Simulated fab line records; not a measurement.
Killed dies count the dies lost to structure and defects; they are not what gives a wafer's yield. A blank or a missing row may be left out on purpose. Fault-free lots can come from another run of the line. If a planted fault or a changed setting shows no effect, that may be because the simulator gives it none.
One fault seen from 2 desks -- flow gf180mcu -- what lay behind the numbers comes last; until then each desk has only its own

DESK OF THE TOOL OWNER: krf-scanner-01
The tool's own readings at GF_M4_EXPOSE_11 (exposes mask Metal4, target cd 280 nm): means of the sampled wafers that have a number, for each lot that ran on this tool. A lot is out of limits, marked OUT, if its mean lies more than 4 standard deviations from the usual mean; the brackets give that distance.
Columns: A = exposure-dose-mJ-cm2 at GF_M4_EXPOSE_11, usual 27.956; B = reticle-temp-C at GF_M4_EXPOSE_11, usual 22.99 C; C = stage-vel-mm-s at GF_M4_EXPOSE_11, usual 499.97 mm/s
lot,first seen here,A,B,C
L677,day 22 22:51,27.982,22.80,500.01
L678,day 23 07:26,27.951,23.03,500.04
L684,day 24 23:39,27.958,23.01,499.98
L686,day 25 20:47,27.971,22.93,499.75
L687,day 26 08:20,27.968,22.94,500.36
L688,day 26 15:26,27.948,23.01,499.82
L690,day 27 04:48,27.980,22.95,500.06
L691,day 27 14:02,27.945,23.03,500.16
Finding of this desk: none of the 8 lots has anything out of limits.

THE METROLOGY DESK
Lot by lot, what the gauges showed, no matter which tool ran the lot: averages of those sampled wafers that carry a number. A lot is out of limits, marked OUT, if its mean lies more than 4 standard deviations from the usual mean; the brackets give that distance.
Columns: A = V1_W_RS at GF_V1_RS_MEAS_24, usual 0.328 ohm/sq; B = cd-nm at GF_M4_CD_MEAS_14, usual 279.7 nm; C = cd-nm at GF_V5_CD_MEAS_14, usual 260.2 nm
lot,first seen here,A,B,C
L677,day 18 03:14,0.330,279.0,260.3
L678,day 18 13:31,0.323,279.3,259.1
L681,day 19 17:34,0.328,282.4,260.8
L684,day 20 10:26,0.327,277.2,259.6
L686,day 21 07:44,0.325,278.5,260.5
L687,day 21 22:02,0.330,280.4,259.0
L688,day 22 00:31,0.330,279.6,259.9
L689,day 22 14:13,0.329,281.3,261.2
L690,day 22 20:56,0.331,274.8,259.7
L691,day 23 04:26,0.331,272.4 (-5.6) OUT,259.4
L698,day 25 15:03,0.332,280.0,258.7
L699,day 26 02:16,0.320,279.7,258.7
This desk finds L691 out of limits, L691 being first, at day 28 00:23 (cd-nm at GF_M4_CD_MEAS_14). L677, L678, L681, L684, L686, L687, L688, L689, L690, L698, L699 stayed within limits.

ALL TOGETHER
The metrology desk could have raised an alarm at day 28 00:23, on L691.
The tool owner's desk saw nothing out of limits.
On record at the tool owner's desk: L691, within its limits.
The lots listed all ran GF_M4_EXPOSE_11 on krf-scanner-01.

WHAT WAS PUT IN BY THE SIMULATOR
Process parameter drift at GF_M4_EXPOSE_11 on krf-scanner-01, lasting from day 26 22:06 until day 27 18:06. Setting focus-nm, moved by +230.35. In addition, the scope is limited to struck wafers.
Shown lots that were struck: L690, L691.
Delay in hours, fault start to first out-of-limits reading, per desk: metrology desk 26.
